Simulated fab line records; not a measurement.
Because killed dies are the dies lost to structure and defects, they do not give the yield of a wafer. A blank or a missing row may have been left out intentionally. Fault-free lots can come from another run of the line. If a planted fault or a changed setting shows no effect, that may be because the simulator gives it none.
Matching of chambers -- flow gf180mcu -- GF_V1_CMP_04 on cmp-02 has 3 sister chambers
The step polishes SiO2. 6 wafers are shown with their chamber, then 4 later ones without.

## WAFERS PAIRED WITH THEIR CHAMBERS
wafer,chamber,motor-current-A (A),time-to-endpoint-s (s)
L751.5,0,11.9,88
L754.2,2,10.8,77
L754.3,0,11.9,85
L759.2,1,10.8,81
L759.5,2,11.6,80
L759.6,1,10.6,84

## WAFERS MISSING THEIR CHAMBER
wafer,motor-current-A (A),time-to-endpoint-s (s)
L762.1,12.0,77
L762.5,10.7,87
L761.3,11.4,83
L761.6,10.6,84

## WHICH CHAMBER EACH WENT THROUGH
wafer,from the rows above,in truth
L762.1,2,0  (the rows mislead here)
L762.5,can't be placed: 1 or 0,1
L761.3,can't be placed: 1 or 2 or 0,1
L761.6,1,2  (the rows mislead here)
Correctly placed: 0 of 4. From these rows, 2 cannot be placed; in 2 the true chamber is one of the candidates. Wrongly placed: 2.
How it was worked out, from the rows above alone: a wafer's distance from a chamber is the root of the sum, over the readings, of the square of ((its reading less the chamber's mean) divided by the reading's scatter). The wafer belongs to the nearest chamber; if the next one is less than 2 further off, it can't be placed. For every chamber, the mean is computed from those of its wafers that are shown. The scatter: the root of (the sum of the squares of (reading less its chamber's mean) over the shown wafers, divided by (wafers less chambers)).
